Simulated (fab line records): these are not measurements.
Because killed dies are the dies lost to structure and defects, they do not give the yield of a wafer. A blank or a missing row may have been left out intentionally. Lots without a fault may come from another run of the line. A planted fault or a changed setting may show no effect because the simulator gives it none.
Matching of chambers / flow gf180mcu / GF_CONTACT_ETCH_16 on rie-diel-03: 4 sister chambers
The step etches BARC in N2/H2. 14 wafers are shown with their chamber, then 7 later ones without.

WAFERS WITH THEIR CHAMBER
wafer=L297.2; chamber=3; drypump-motor-current-A (A)=5.7; throttle-valve-pct (%)=13.217; oes-product-au (a.u.)=0.856
wafer=L297.5; chamber=0; drypump-motor-current-A (A)=6.1; throttle-valve-pct (%)=13.227; oes-product-au (a.u.)=0.861
wafer=L297.6; chamber=1; drypump-motor-current-A (A)=6.0; throttle-valve-pct (%)=13.237; oes-product-au (a.u.)=0.856
wafer=L299.1; chamber=1; drypump-motor-current-A (A)=6.0; throttle-valve-pct (%)=13.243; oes-product-au (a.u.)=0.850
wafer=L299.2; chamber=2; drypump-motor-current-A (A)=5.2; throttle-valve-pct (%)=13.232; oes-product-au (a.u.)=0.854
wafer=L299.6; chamber=3; drypump-motor-current-A (A)=5.7; throttle-valve-pct (%)=13.218; oes-product-au (a.u.)=0.852
wafer=L310.2; chamber=0; drypump-motor-current-A (A)=6.0; throttle-valve-pct (%)=13.207; oes-product-au (a.u.)=0.850
wafer=L310.3; chamber=3; drypump-motor-current-A (A)=5.7; throttle-valve-pct (%)=13.226; oes-product-au (a.u.)=0.857
wafer=L310.5; chamber=0; drypump-motor-current-A (A)=6.1; throttle-valve-pct (%)=13.226; oes-product-au (a.u.)=0.852
wafer=L311.1; chamber=0; drypump-motor-current-A (A)=6.1; throttle-valve-pct (%)=13.219; oes-product-au (a.u.)=0.846
wafer=L311.3; chamber=2; drypump-motor-current-A (A)=5.1; throttle-valve-pct (%)=13.230; oes-product-au (a.u.)=0.860
wafer=L311.6; chamber=3; drypump-motor-current-A (A)=5.7; throttle-valve-pct (%)=13.218; oes-product-au (a.u.)=0.853
wafer=L312.1; chamber=2; drypump-motor-current-A (A)=5.2; throttle-valve-pct (%)=13.227; oes-product-au (a.u.)=0.855
wafer=L312.5; chamber=0; drypump-motor-current-A (A)=6.1; throttle-valve-pct (%)=13.220; oes-product-au (a.u.)=0.857

SIGNATURES (averages over the wafers above)
reading=drypump-motor-current-A; chamber 0=6.080; chamber 1=6.000; chamber 2=5.167; chamber 3=5.700; scatter within a chamber=0.0383
reading=throttle-valve-pct; chamber 0=13.21980; chamber 1=13.24000; chamber 2=13.22967; chamber 3=13.21975; scatter within a chamber=0.00582
reading=oes-product-au; chamber 0=0.85320; chamber 1=0.85300; chamber 2=0.85633; chamber 3=0.85450; scatter within a chamber=0.00441
Rule: a wafer's distance from a chamber is the root of the sum, over the readings, of the square of ((its reading less the chamber's mean) divided by the reading's scatter). The wafer belongs to the nearest chamber; if the next one is less than 2 further off, it can't be placed. How the scatter is found: for the shown wafers, subtract from each reading the mean of its chamber, square and add these, divide the total by (wafers less chambers), then take the root.

WAFERS WITH NO CHAMBER GIVEN
wafer=L312.6; drypump-motor-current-A (A)=5.7; throttle-valve-pct (%)=13.242; oes-product-au (a.u.)=0.845
wafer=L313.1; drypump-motor-current-A (A)=5.7; throttle-valve-pct (%)=13.228; oes-product-au (a.u.)=0.854
wafer=L313.3; drypump-motor-current-A (A)=6.1; throttle-valve-pct (%)=13.224; oes-product-au (a.u.)=0.858
wafer=L313.6; drypump-motor-current-A (A)=6.1; throttle-valve-pct (%)=13.218; oes-product-au (a.u.)=0.846
wafer=L314.1; drypump-motor-current-A (A)=6.0; throttle-valve-pct (%)=13.208; oes-product-au (a.u.)=0.858
wafer=L314.3; drypump-motor-current-A (A)=6.1; throttle-valve-pct (%)=13.220; oes-product-au (a.u.)=0.858
wafer=L314.6; drypump-motor-current-A (A)=5.2; throttle-valve-pct (%)=13.217; oes-product-au (a.u.)=0.850

WHICH CHAMBER EACH ONE RAN IN
wafer=L312.6; from the rows above=3; in truth=3
wafer=L313.1; from the rows above=3; in truth=3
wafer=L313.3; from the rows above=0; in truth=0
wafer=L313.6; from the rows above=0; in truth=0
wafer=L314.1; from the rows above=0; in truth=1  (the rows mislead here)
wafer=L314.3; from the rows above=0; in truth=0
wafer=L314.6; from the rows above=2; in truth=2
Correct placement for 6 of the 7. Number that these rows cannot place: 0. Wrongly placed: 1.
